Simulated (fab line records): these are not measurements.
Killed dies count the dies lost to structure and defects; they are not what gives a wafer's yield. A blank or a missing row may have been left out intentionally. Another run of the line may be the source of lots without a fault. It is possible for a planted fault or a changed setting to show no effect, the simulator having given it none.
Chamber matching	flow sky130	rie_si-01 running SKY_FIELD_ISO_ETCH_17: 4 sister chambers
The step etches Si in HBr/Cl2/O2, target depth 342 nm, time 97.7 s. 4 wafers are shown with their chamber, then 9 later ones without.

WAFERS PAIRED WITH THEIR CHAMBERS
wafer	chamber	drypump_motor_current_A (A)
L451.5	1	5.7
L454.3	2	6.1
L454.5	0	5.2
L454.6	3	4.9

WAFERS WITH NO CHAMBER GIVEN
wafer	drypump_motor_current_A (A)
L457.1	5.0
L457.4	6.1
L457.6	6.1
L458.2	6.1
L458.3	5.7
L458.6	6.1
L460.1	6.1
L460.4	5.0
L460.6	5.7

THE CHAMBER EACH PASSED THROUGH
wafer	from the rows above	in truth
L457.1	3	3
L457.4	2	2
L457.6	2	2
L458.2	2	2
L458.3	1	1
L458.6	2	2
L460.1	2	2
L460.4	3	3
L460.6	1	1
9 of 9 placed correctly. Number that these rows cannot place: 0. Placed wrongly: 0.
How it was worked out, from the rows above alone: a wafer's distance from a chamber is the root of the sum, over the readings, of the square of ((its reading less the chamber's mean) divided by the reading's scatter). The wafer belongs to the nearest chamber; if the next one is less than 2 further off, it can't be placed. The mean given for a chamber averages the wafers shown for that chamber. The scatter: root of mean squared gap, hidden wafer to nearest shown wafer, with one shown wafer a chamber.
